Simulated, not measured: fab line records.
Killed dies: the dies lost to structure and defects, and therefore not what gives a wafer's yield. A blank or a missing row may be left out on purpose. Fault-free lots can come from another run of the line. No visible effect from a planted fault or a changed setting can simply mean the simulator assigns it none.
Which tool did it? || flow gf180mcu || Sampling: 14 lots, 42 wafers, 4 of 602 route steps

== WHAT THE GAUGES READ, wafer by wafer ==
GF_MIM_THK_MEAS_11: measures by xrf.
{"lot": "L757", "measured": "day 24 16:22", "on": "film_metro-02", "MIM_ALCU_THK (nm)": "196.7 195.4 197.9"}
{"lot": "L758", "measured": "day 24 23:27", "on": "film_metro-01", "MIM_ALCU_THK (nm)": "201.1 197.1 198.6"}
{"lot": "L759", "measured": "day 25 11:21", "on": "film_metro-02", "MIM_ALCU_THK (nm)": "197.7 198.5 199.6"}
{"lot": "L762", "measured": "day 26 11:17", "on": "film_metro-02", "MIM_ALCU_THK (nm)": "197.3 196.1 199.4"}
{"lot": "L766", "measured": "day 27 23:11", "on": "film_metro-02", "MIM_ALCU_THK (nm)": "199.0 203.7 198.6"}
{"lot": "L767", "measured": "day 28 03:28", "on": "film_metro-04", "MIM_ALCU_THK (nm)": "204.6 202.9 202.7"}
{"lot": "L768", "measured": "day 28 13:14", "on": "film_metro-01", "MIM_ALCU_THK (nm)": "193.2 191.8 192.8"}
{"lot": "L769", "measured": "day 28 16:07", "on": "film_metro-01", "MIM_ALCU_THK (nm)": "199.5 197.2 197.5"}
{"lot": "L770", "measured": "day 29 00:25", "on": "film_metro-04", "MIM_ALCU_THK (nm)": "202.5 198.6 201.2"}
{"lot": "L773", "measured": "day 29 22:29", "on": "film_metro-04", "MIM_ALCU_THK (nm)": "199.8 200.8 201.6"}
{"lot": "L774", "measured": "day 30 05:59", "on": "film_metro-01", "MIM_ALCU_THK (nm)": "198.1 197.7 198.2"}
{"lot": "L777", "measured": "day 30 21:04", "on": "film_metro-04", "MIM_ALCU_THK (nm)": "201.3 201.8 200.0"}
{"lot": "L778", "measured": "day 31 05:33", "on": "film_metro-04", "MIM_ALCU_THK (nm)": "201.7 199.6 200.7"}
{"lot": "L780", "measured": "day 31 17:31", "on": "film_metro-01", "MIM_ALCU_THK (nm)": "199.6 198.8 201.2"}

GF_V5_BOW_MEAS_05.
{"lot": "L757", "measured": "day 26 12:59", "on": "film_metro-02", "V5_BOW (um)": "128 142 128"}
{"lot": "L758", "measured": "day 26 19:39", "on": "film_metro-03", "V5_BOW (um)": "126 151 135"}
{"lot": "L759", "measured": "day 27 06:27", "on": "film_metro-03", "V5_BOW (um)": "126 136 135"}
{"lot": "L762", "measured": "day 28 05:40", "on": "film_metro-03", "V5_BOW (um)": "130 133 133"}
{"lot": "L766", "measured": "day 29 15:33", "on": "film_metro-02", "V5_BOW (um)": "133 145 124"}
{"lot": "L767", "measured": "day 29 19:35", "on": "film_metro-04", "V5_BOW (um)": "136 119 128"}
{"lot": "L768", "measured": "day 30 05:21", "on": "film_metro-02", "V5_BOW (um)": "146 136 141"}
{"lot": "L769", "measured": "day 30 07:15", "on": "film_metro-03", "V5_BOW (um)": "106 116 117"}
{"lot": "L770", "measured": "day 30 15:44", "on": "film_metro-04", "V5_BOW (um)": "143 150 157"}
{"lot": "L773", "measured": "day 31 13:01", "on": "film_metro-02", "V5_BOW (um)": "136 141 141"}
{"lot": "L774", "measured": "day 31 18:37", "on": "film_metro-02", "V5_BOW (um)": "143 136 137"}
{"lot": "L777", "measured": "day 32 09:26", "on": "film_metro-03", "V5_BOW (um)": "136 130 136"}
{"lot": "L778", "measured": "day 32 16:57", "on": "film_metro-03", "V5_BOW (um)": "130 133 126"}
{"lot": "L780", "measured": "day 33 04:23", "on": "film_metro-04", "V5_BOW (um)": "134 132 142"}

== TOOL THAT RAN EACH LOT (tool first, then ch and the chambers of the sampled wafers, then the start) ==
{"lot": "L757", "GF_NWELL_IMPLANT_09": "implanter-01 ch 0, day 3 08:02", "GF_V2_CVD_23": "cvd_w-02 ch 0,1, day 20 11:49"}
{"lot": "L758", "GF_NWELL_IMPLANT_09": "implanter-01 ch 0, day 3 13:49", "GF_V2_CVD_23": "cvd_w-01 ch 0,1, day 20 19:53"}
{"lot": "L759", "GF_NWELL_IMPLANT_09": "implanter-04 ch 0, day 3 18:35", "GF_V2_CVD_23": "cvd_w-01 ch 0,1, day 21 07:58"}
{"lot": "L762", "GF_NWELL_IMPLANT_09": "implanter-01 ch 0, day 4 11:35", "GF_V2_CVD_23": "cvd_w-01 ch 0,1, day 22 10:59"}
{"lot": "L766", "GF_NWELL_IMPLANT_09": "implanter-04 ch 0, day 5 09:43", "GF_V2_CVD_23": "cvd_w-02 ch 0,1, day 24 03:06"}
{"lot": "L767", "GF_NWELL_IMPLANT_09": "implanter-01 ch 0, day 5 14:25", "GF_V2_CVD_23": "cvd_w-02 ch 0,1, day 24 07:05"}
{"lot": "L768", "GF_NWELL_IMPLANT_09": "implanter-04 ch 0, day 5 21:17", "GF_V2_CVD_23": "cvd_w-01 ch 0,1, day 24 17:25"}
{"lot": "L769", "GF_NWELL_IMPLANT_09": "implanter-01 ch 0, day 6 01:59", "GF_V2_CVD_23": "cvd_w-01 ch 0,1, day 24 21:25"}
{"lot": "L770", "GF_NWELL_IMPLANT_09": "implanter-03 ch 0, day 6 06:29", "GF_V2_CVD_23": "cvd_w-01 ch 0,1, day 25 07:28"}
{"lot": "L773", "GF_NWELL_IMPLANT_09": "implanter-03 ch 0, day 7 00:22", "GF_V2_CVD_23": "cvd_w-02 ch 0,1, day 26 08:01"}
{"lot": "L774", "GF_NWELL_IMPLANT_09": "implanter-03 ch 0, day 7 05:45", "GF_V2_CVD_23": "cvd_w-01 ch 1, day 26 14:28"}
{"lot": "L777", "GF_NWELL_IMPLANT_09": "implanter-01 ch 0, day 7 22:59", "GF_V2_CVD_23": "cvd_w-02 ch 0,1, day 27 09:06"}
{"lot": "L778", "GF_NWELL_IMPLANT_09": "implanter-01 ch 0, day 8 03:56", "GF_V2_CVD_23": "cvd_w-01 ch 0,1, day 27 18:33"}
{"lot": "L780", "GF_NWELL_IMPLANT_09": "implanter-04 ch 0, day 8 14:36", "GF_V2_CVD_23": "cvd_w-01 ch 0,1, day 28 06:43"}
- GF_NWELL_IMPLANT_09
- GF_V2_CVD_23: deposits W, target thk 350 nm, time 104.94 s.

== AS READ BY THE TOOLS THEMSELVES (means over the sampled wafers that have a number; for cases with no such wafer, the mark the record gives instead) ==
GF_NWELL_IMPLANT_09.
{"lot": "L757", "tool": "implanter-01", "beam_energy_keV": 160.00}
{"lot": "L758", "tool": "implanter-01", "beam_energy_keV": 159.98}
{"lot": "L759", "tool": "implanter-04", "beam_energy_keV": 159.97}
{"lot": "L762", "tool": "implanter-01", "beam_energy_keV": 160.00}
{"lot": "L766", "tool": "implanter-04", "beam_energy_keV": 153.11}
{"lot": "L767", "tool": "implanter-01", "beam_energy_keV": 159.98}
{"lot": "L768", "tool": "implanter-04", "beam_energy_keV": 153.12}
{"lot": "L769", "tool": "implanter-01", "beam_energy_keV": 160.04}
{"lot": "L770", "tool": "implanter-03", "beam_energy_keV": 159.99}
{"lot": "L773", "tool": "implanter-03", "beam_energy_keV": 160.04}
{"lot": "L774", "tool": "implanter-03", "beam_energy_keV": 160.01}
{"lot": "L777", "tool": "implanter-01", "beam_energy_keV": 159.99}
{"lot": "L778", "tool": "implanter-01", "beam_energy_keV": 159.97}
{"lot": "L780", "tool": "implanter-04", "beam_energy_keV": 160.01}

GF_V2_CVD_23.
{"lot": "L757", "tool": "cvd_w-02", "heater_power_w (W)": 855}
{"lot": "L758", "tool": "cvd_w-01", "heater_power_w (W)": 752}
{"lot": "L759", "tool": "cvd_w-01", "heater_power_w (W)": 754}
{"lot": "L762", "tool": "cvd_w-01", "heater_power_w (W)": 751}
{"lot": "L766", "tool": "cvd_w-02", "heater_power_w (W)": 864}
{"lot": "L767", "tool": "cvd_w-02", "heater_power_w (W)": 800}
{"lot": "L768", "tool": "cvd_w-01", "heater_power_w (W)": 780}
{"lot": "L769", "tool": "cvd_w-01", "heater_power_w (W)": 788}
{"lot": "L770", "tool": "cvd_w-01", "heater_power_w (W)": 788}
{"lot": "L773", "tool": "cvd_w-02", "heater_power_w (W)": 866}
{"lot": "L774", "tool": "cvd_w-01", "heater_power_w (W)": 717}
{"lot": "L777", "tool": "cvd_w-02", "heater_power_w (W)": 821}
{"lot": "L778", "tool": "cvd_w-01", "heater_power_w (W)": 787}
{"lot": "L780", "tool": "cvd_w-01", "heater_power_w (W)": 789}

== THE ANSWER, worked out from the rows above alone ==
Rule: the usual values come from the lots themselves. The widest of any qualifying gaps counts: lots, ordered by their means at a reading, are off when they make up no more than a third of the lots, leave a main group of 4 or more, and stand apart from it by 3 or more times the standard deviation of that group's means. If all means in a main group match to the digits the tables above print for the reading, that group is not used. Also off: a lot with no number at a reading for which 4 or more lots have one. Any other lot the step has rows for is counted as sound. The gauges are gone through in route order, then the tools' own readings, and for those a lot's mean is taken as printed above. At the first step where some lot is off, the reading lying furthest off is the one used; lots without a number count as furthest.
Off, at GF_NWELL_IMPLANT_09 on beam_energy_keV: L766, L768. For the main group the mean is 160.00 and the standard deviation 0.023.
A tool fits if, at that step or a process step before it, it ran every lot that is off, and no sound lot after the first of them. Of those tried, none fits.

== WHAT WAS PUT IN BY THE SIMULATOR ==
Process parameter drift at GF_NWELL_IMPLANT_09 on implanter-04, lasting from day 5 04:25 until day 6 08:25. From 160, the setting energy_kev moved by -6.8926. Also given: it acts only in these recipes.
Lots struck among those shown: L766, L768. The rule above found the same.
